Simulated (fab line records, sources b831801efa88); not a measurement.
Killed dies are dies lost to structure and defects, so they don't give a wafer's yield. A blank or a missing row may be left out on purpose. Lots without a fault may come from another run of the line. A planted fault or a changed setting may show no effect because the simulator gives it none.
A struck lot beside a sound one | flow gf180mcu | 29 steps out of a route of 602
Sound: wafers L882.1, L882.3, L882.4. Struck: wafers L886.1, L886.2, L886.6. The cause comes at the end.
At each step with rows: each side's tool, then ch and its chambers, then its first start. Under that, the readings that differ: sound wafers | struck wafers | difference of the means | sigmas: that difference in standard deviations of wafers without a fault.
alike: readings whose means differ by less than 2 such deviations, and words and numbers that are the same on both sides. not compared: withheld readings, readings that some wafer has no value for, bounds like >300 that may hide the same value, and numbers for which the record gives no deviation and whose values overlap.
The two part at a step that has a row with sigmas, a row that says differs or no value, or rows on one side only. Numbers that don't overlap but have no deviation are shown without sigmas and don't part them. A reading that every wafer of one side lacks parts them only if that side has two wafers or more.

first, 3 steps without rows for these wafers: GF_M5_EXPOSE_04 (exposes mask Metal5, target cd 280 nm); GF_M5_PEB_05 (peb time 90 s); GF_M5_DEVELOP_06 (develop time 60 s).
GF_M5_CD_MEAS_07: target cd 280 nm.
  sound on cd_sem-02, day 27 01:05; struck on cd_sem-02, day 28 02:01
  alike: cd_nm
GF_M5_OVL_MEAS_08:
  sound on overlay-01, day 27 01:13; struck on overlay-01, day 28 02:08
  alike: M5_OVL
then, 1 step without rows for these wafers: GF_M5_ETCH_09 (etches Si3N4 in CF4/O2, target depth 52 nm, time 11.6 s).
GF_M5_METAL_ETCH_10: etches the open film in Cl2/BCl3, stops on SiO2, target depth 627.5 nm, time 104.6 s.
  sound on rie_metal-03 ch 0,1, day 27 01:16; struck on rie_metal-03 ch 1, day 28 02:11
  alike: drypump_motor_current_A, oes_product_au, throttle_valve_pct
  not compared: rf_hours_counter_h
GF_M5_STRIP_11: strips in O2/N2.
  sound on plasma_asher-02 ch 0,1, day 27 01:23; struck on plasma_asher-04 ch 0,1, day 28 02:25
  alike: drypump_motor_current_A, heater_power_w, oes_product_au, strip_time_to_endpoint_s
  not compared: rf_hours_counter_h
then, 3 steps without rows for these wafers: GF_M5_STRIP_12 (strips in post etch residue remover, time 1200 s); GF_M5_CLEAN_13 (cleans in DIW); GF_V5_CVD_00 (deposits SiO2, target thk 300 nm, time 50 s).
GF_V5_THK_MEAS_01:
  sound on film_metro-01, day 27 01:59; struck on film_metro-04, day 28 03:03
  alike: V5_CVD_00_THK
GF_V5_CVD_02: deposits SiO2 from TEOS, target thk 1450 nm, time 163.28 s.
  sound on pecvd-03 ch 0,2, day 27 02:03; struck on pecvd-01 ch 0,1,2, day 28 03:07
  no value came back on the struck wafers for heater_power_outer_w (W), heater_power_w (W); on the sound wafers heater_power_outer_w (W) reads 454 452 386
GF_V5_CMP_04: polishes SiO2.
  sound on cmp-02 ch 1,2,3, day 27 02:13; struck on cmp-01 ch 2,3, day 28 03:17
  alike: motor_current_A
GF_V5_BOW_MEAS_05:
  sound on film_metro-04, day 27 02:31; struck on film_metro-02, day 28 03:35
  reading     | sound       | struck      | difference | sigmas
  V5_BOW (um) | 138 144 139 | 125 104 118 | -25        | -3
then, 8 steps without rows for these wafers: GF_V5_DEHYDRATE_06 (time 60 s); GF_V5_HMDS_07 (prime time 60 s); GF_V5_COAT_08; GF_V5_COAT_09 (resist thk 1000 nm); GF_V5_SOFTBAKE_10 (time 60 s); GF_V5_EXPOSE_11 (exposes mask Via5, target cd 260 nm); GF_V5_PEB_12 (peb time 90 s); GF_V5_DEVELOP_13 (develop time 60 s).
GF_V5_CD_MEAS_14: target cd 260 nm.
  sound on cd_sem-02, day 27 22:55; struck on cd_sem-01, day 28 22:52
  alike: cd_nm
GF_V5_OVL_MEAS_15:
  sound on overlay-02, day 27 23:02; struck on overlay-01, day 28 22:59
  alike: V5_OVL
GF_V5_ETCH_16: etches BARC in N2/H2.
  sound on rie_diel-03 ch 0,1,2, day 27 23:04; struck on rie_diel-03 ch 0,2, day 28 23:01
  alike: drypump_motor_current_A, oes_product_au, throttle_valve_pct
GF_V5_ETCH_17: etches SiO2 in C4F8/O2/Ar, stops on TiN, target depth 855 nm.
  sound on rie_diel-03 ch 0,1,2; struck on rie_diel-03 ch 0,2
  reading                        | sound             | struck            | difference | sigmas
  oes_product_au (a.u.)          | 0.858 0.855 0.856 | 0.539 0.539 0.551 | -0.313     | -70
  model.etch.depth_nm (nm)       | 853.8 853.7 856.1 | 299.8 297.2 302.8 | -554.6     |
  model.V5.feature_depth_nm (nm) | 853.8 853.7 856.1 | 299.8 297.2 302.8 | -554.6     |
GF_V5_STRIP_18: strips in O2/N2.
  sound on plasma_asher-01 ch 0,1, day 27 23:13; struck on plasma_asher-02 ch 0,1, day 28 23:10
  alike: drypump_motor_current_A, heater_power_w, oes_product_au
  not compared: rf_hours_counter_h
GF_PASSIVATION_PROBE_99:
  the record has rows for the struck wafers here (prober-01, day 30 17:23) and none for the sound ones

WHERE THEY PART
First at GF_V5_CVD_02; last, within this record, at GF_PASSIVATION_PROBE_99.

WHY: what the simulator had put in
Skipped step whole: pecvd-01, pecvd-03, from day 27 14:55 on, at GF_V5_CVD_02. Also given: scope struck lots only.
